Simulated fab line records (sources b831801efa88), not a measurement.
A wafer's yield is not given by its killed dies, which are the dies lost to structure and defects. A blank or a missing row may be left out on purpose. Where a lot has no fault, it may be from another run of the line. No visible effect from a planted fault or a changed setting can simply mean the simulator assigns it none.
A struck lot beside a sound one    flow sky130    26 steps out of a route of 708
Sound: wafers L266.1, L266.2, L266.6. Wafers struck: L271.3, L271.4, L271.6. The cause comes at the end.
Each step with rows lists, per side, the tool, then ch with its chambers, then its first start. Under that, the readings that differ: sound wafers    struck wafers    difference of the means    sigmas: that difference in standard deviations of wafers without a fault.
alike: readings whose means differ by less than 2 such deviations, and words and numbers that are the same on both sides. not compared: withheld readings, readings that some wafer has no value for, bounds like >300 that may hide the same value, and numbers for which the record gives no deviation and whose values overlap.
A row with sigmas, a row that says differs or no value, or rows on one side alone: a step with any of these is where the two part. Numbers that have no deviation but don't overlap get no sigmas and don't part them. Lack of a reading on every wafer of one side parts them only where that side has two or more wafers.

SKY_PWDE_TW_MEAS_10:
  struck on film-metro-04, day 5 11:25; sound on film-metro-04, day 4 02:59
  alike: PWDE_TW
then, 7 steps without rows for these wafers: SKY_NWELL_DEHYDRATE_03 (time 60 s); SKY_NWELL_HMDS_04 (prime time 60 s); SKY_NWELL_COAT_05 (resist thk 3000 nm); SKY_NWELL_SOFTBAKE_06; SKY_NWELL_EXPOSE_07 (exposes mask NWM, target cd 840 nm); SKY_NWELL_PEB_08; SKY_NWELL_DEVELOP_09 (develop time 60 s).
SKY_NWELL_OVL_MEAS_10:
  struck on overlay-01, day 6 05:16; sound on overlay-02, day 4 20:43
reading            sound           struck       difference  sigmas
NWELL_00_OVL (nm)  -2.4 -2.4 -1.2  0.6 2.1 1.3  +3.3        +2
then, 3 steps without rows for these wafers: SKY_NWELL_IMPLANT_11; SKY_NWELL_IMPLANT_12; SKY_NWELL_IMPLANT_13.
SKY_NWELL_STRIP_14: strips in O2/N2.
  sound on plasma-asher-04 ch 0,1, day 4 21:12; struck on plasma-asher-04 ch 0,1, day 6 05:46
  no value came back on the struck wafers for chamber-pressure-mTorr (mTorr), drypump-motor-current-A (A), oes-product-au (a.u.), strip-time-to-endpoint-s (s); on the sound wafers chamber-pressure-mTorr (mTorr) reads 1500.0 1499.1 1499.3
reading                                  sound  struck          difference  sigmas
model.coat_of_NWELL_COAT_05.thk-nm (nm)  0 0 0  2997 2996 2986  +2993       
  not compared: rf-hours-counter-h
SKY_NWELL_TW_MEAS_15:
  struck on film-metro-01, day 6 05:52; sound on film-metro-01, day 4 21:18
  alike: NWELL_TW
then, 7 steps without rows for these wafers: SKY_NWELL_DEHYDRATE_16 (time 60 s); SKY_NWELL_HMDS_17 (prime time 60 s); SKY_NWELL_COAT_18 (resist thk 3000 nm); SKY_NWELL_SOFTBAKE_19; SKY_NWELL_EXPOSE_20 (exposes mask NWM COMPLEMENT, target cd 840 nm); SKY_NWELL_PEB_21; SKY_NWELL_DEVELOP_22 (develop time 60 s).
SKY_NWELL_OVL_MEAS_23:
  struck on overlay-01, day 7 00:43; sound on overlay-01, day 5 14:22
  alike: NWELL_01_OVL
next, for these wafers, 1 step has no rows: SKY_NWELL_IMPLANT_24.
SKY_NWELL_STRIP_25: strips in O2/N2.
  sound on plasma-asher-03 ch 0,1, day 5 14:33; struck on plasma-asher-03 ch 0,1, day 7 00:56
reading                       sound              struck             difference  sigmas
oes-product-au (a.u.)         0.725 0.719 0.729  0.741 0.737 0.742  +0.016      +3
strip-time-to-endpoint-s (s)  36.87 36.87 36.88  81.26 81.30 81.17  +44.37      +99 or more
  alike: chamber-pressure-mTorr, drypump-motor-current-A
  not compared: rf-hours-counter-h
SKY_NWELL_TW_MEAS_26:
  struck on film-metro-01, day 7 01:01; sound on film-metro-04, day 5 14:39
reading     sound        struck    difference  sigmas
NWELL_2_TW  492 494 491  30 30 30  -462        -99 or more
then, 1 step without rows for these wafers: SKY_NWELL_CLEAN_27 (cleans in SC1/SC2, time 150 s).

WHERE THEY PART
At SKY_NWELL_OVL_MEAS_10 first; at SKY_NWELL_TW_MEAS_26 last (within this record only).

WHY: whatever the simulator had introduced
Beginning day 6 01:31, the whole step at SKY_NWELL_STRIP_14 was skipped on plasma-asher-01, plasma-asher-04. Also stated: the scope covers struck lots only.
